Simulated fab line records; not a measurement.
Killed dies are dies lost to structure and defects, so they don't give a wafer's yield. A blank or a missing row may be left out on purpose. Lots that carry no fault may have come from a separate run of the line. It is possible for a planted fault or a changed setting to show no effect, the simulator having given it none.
Split-lot trial | flow gf180mcu | on a route of 602 steps: 5 lots, 23 wafers read

## THE SPLIT ITSELF
At GF_V4_SPUTTER_21 (material Ti, target thk 15 nm, time 80.02 s), the setting chamberPressurePa was moved away from the recipe's 5 Pa on 20 of the 23 wafers read, by -11.7% to +4.2%. All remaining wafers had this setting at the recipe value.

The reading comes from the split's own step.

## THE READING
Ti_of_V4_SPUTTER_21.thkNm (the simulator's own value, which no gauge read), in nm, at GF_V4_SPUTTER_21 (material Ti, target thk 15 nm, time 80.02 s). No usual value for it is given in the file. Average 15.22 nm, standard deviation 0.11 nm, over the 3 wafers here run with the recipe.

wafer  | tool, chamber at the split | chamberPressurePa as run, Pa | against the recipe | Ti_of_V4_SPUTTER_21.thkNm, nm | against lot-mates on the recipe
L074.1 | pvdSputter-02, -           | 4.714                        | -5.7%              | 15.73                         | no lot-mate on the recipe
L074.2 | pvdSputter-02, -           | 4.714                        | -5.7%              | 15.68                         | no lot-mate on the recipe
L074.3 | pvdSputter-02, -           | 4.714                        | -5.7%              | 15.68                         | no lot-mate on the recipe
L074.5 | pvdSputter-02, -           | 4.714                        | -5.7%              | 15.68                         | no lot-mate on the recipe
L074.4 | pvdSputter-02, -           | 4.714                        | -5.7%              | 15.59                         | no lot-mate on the recipe
L076.1 | pvdSputter-01, -           | 5.209                        | +4.2%              | 14.28                         | no lot-mate on the recipe
L076.3 | pvdSputter-01, -           | 5.209                        | +4.2%              | 14.5                          | no lot-mate on the recipe
L076.4 | pvdSputter-01, -           | 5.209                        | +4.2%              | 14.34                         | no lot-mate on the recipe
L076.5 | pvdSputter-01, -           | 5.209                        | +4.2%              | 14.35                         | no lot-mate on the recipe
L076.6 | pvdSputter-01, -           | 5.209                        | +4.2%              | 14.37                         | no lot-mate on the recipe
L079.1 | pvdSputter-03, -           | 5                            | recipe             | 15.09                         | -
L079.4 | pvdSputter-03, -           | 5                            | recipe             | 15.2                          | -
L079.5 | pvdSputter-03, -           | 5                            | recipe             | 15.36                         | -
L080.1 | pvdSputter-02, -           | 4.74                         | -5.2%              | 15.71                         | no lot-mate on the recipe
L080.6 | pvdSputter-02, -           | 4.74                         | -5.2%              | 15.71                         | no lot-mate on the recipe
L080.2 | pvdSputter-02, -           | 4.74                         | -5.2%              | 15.72                         | no lot-mate on the recipe
L080.3 | pvdSputter-02, -           | 4.74                         | -5.2%              | 15.54                         | no lot-mate on the recipe
L080.5 | pvdSputter-02, -           | 4.74                         | -5.2%              | 15.74                         | no lot-mate on the recipe
L083.2 | pvdSputter-02, -           | 4.417                        | -11.7%             | 16.73                         | no lot-mate on the recipe
L083.3 | pvdSputter-02, -           | 4.417                        | -11.7%             | 16.66                         | no lot-mate on the recipe
L083.4 | pvdSputter-02, -           | 4.417                        | -11.7%             | 16.7                          | no lot-mate on the recipe
L083.5 | pvdSputter-02, -           | 4.417                        | -11.7%             | 16.69                         | no lot-mate on the recipe
L083.6 | pvdSputter-02, -           | 4.417                        | -11.7%             | 16.87                         | no lot-mate on the recipe

THE FIT
A straight line over all 23 wafers: Ti_of_V4_SPUTTER_21.thkNm changes by -0.142 nm for each +1% of chamberPressurePa; r = -0.99; the points scatter about the line by 0.14 nm.
Too few moved wafers with a lot-mate on the recipe to fit a line net of each lot's own level.

## FILE'S OWN FIT
Ti_of_V4_SPUTTER_21.thkNm changes by -0.142 nm for each +1% of chamberPressurePa, r = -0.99.
